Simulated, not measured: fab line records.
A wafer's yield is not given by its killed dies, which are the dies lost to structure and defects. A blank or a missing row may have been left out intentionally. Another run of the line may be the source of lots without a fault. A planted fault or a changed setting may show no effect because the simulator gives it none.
Problem report, 8D (eight disciplines) form, completed by code :: flow gf180mcu :: the parts of the form that need people (team, actions taken, sign-off) are left out

1. THE PROBLEM
Mean HV_LDD_2_TW at GF_HV_LDD_TW_MEAS_23: 1865 over 6 wafers in 2 lots; fault-free wafers: 1068, standard deviation 6.2. So: +99 or more standard deviations from the usual mean.
The first sign was on wafer L441.1 at day 16 07:42, on film metro-04. Wafers with a number at this step in the record: 36, from 12 lots. The rule behind "out" and "out of limits": a value lying over 4 standard deviations away from the usual mean. All remaining wafers that have a number are taken as sound.

2. WHAT THIS IS AND IS NOT
question: which readings at this step
is: HV_LDD_2_TW
is not: -

question: which lots
is: L441, L444
is not: L424, L426, L427, L428, L429, L431, L433, L434, L435, L447

question: which wafers of those lots
is: all that have a number
is not: -

question: read on which gauges
is: film metro-03, film metro-04
is not: film metro-02

question: when
is: from day 16 07:42
is not: up to then (27 sound wafers); but 3 sound wafers of L447 came after

3. WHAT RULES OUT EACH SUSPECT
Counting: a tool at a process step up to the reading stays a suspect if it ran every lot that is out and no sound lot after the first of them.
- the gauge at GF_HV_LDD_TW_MEAS_23: ruled out. 2 gauges (film metro-03, film metro-04) read the wafers that are out.
- implanter-02 at GF_HV_LDD_IMPLANT_21: kept. Every lot that is out went through it, starting with L441 (day 16 07:27), and after that it ran no sound lot; the last sound lot it ran before then is L435 (day 14 08:16). Its own readings are out on those wafers: beam on s, dose ions cm2, faraday current uA.
The count leaves implanter-02 at GF_HV_LDD_IMPLANT_21.

4. THE CAUSE (what the simulator had put in)
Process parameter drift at GF_HV_LDD_IMPLANT_21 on implanter-02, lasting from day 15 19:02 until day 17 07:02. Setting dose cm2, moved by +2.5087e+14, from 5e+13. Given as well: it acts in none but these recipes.
Counting left only this tool.

5. SEQUENCE OF EFFECTS, ordered by route
Each row: a reading where the mean over the struck wafers with a number is more than 3 standard deviations away from the usual. Only readings for which the record gives a usual standard deviation are gone through. hours: the time from each lot's start at the first step in this table that gives one to its start at this step, as a median over the lots. sigmas: the change in usual standard deviations.
hours: 0
step: GF_HV_LDD_IMPLANT_21
reading: beam on s
usual: 9.99 s
on struck wafers: 25.03
change: +15.04
sigmas: +75

hours: 0
step: GF_HV_LDD_IMPLANT_21
reading: dose ions cm2
usual: 4.999e+13
on struck wafers: 3.009e+14
change: +2.509e+14
sigmas: +99 or more

hours: 0
step: GF_HV_LDD_IMPLANT_21
reading: faraday current uA
usual: 282
on struck wafers: 677
change: +395
sigmas: +70

hours: 0
step: GF_HV_LDD_TW_MEAS_23
reading: HV_LDD_2_TW
usual: 1068
on struck wafers: 1865
change: +797
sigmas: +99 or more
Here are the process steps it includes:
- GF_HV_LDD_IMPLANT_21

6. HOW IT WOULD HAVE BEEN CAUGHT EARLIER
The first out-of-limits reading at a measuring or inspecting step in this record came at day 16 07:42, 13 hours after the fault's start at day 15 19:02.
Tool's own readings at GF_HV_LDD_IMPLANT_21, beam on s, dose ions cm2, faraday current uA: out on all struck wafers the step has rows for; an alarm limit on them would have tripped on the first.
L444, from the lots that are out (2), started GF_HV_LDD_IMPLANT_21 on implanter-02 later than day 16 07:42. A tool hold placed at that time would have kept it from harm.
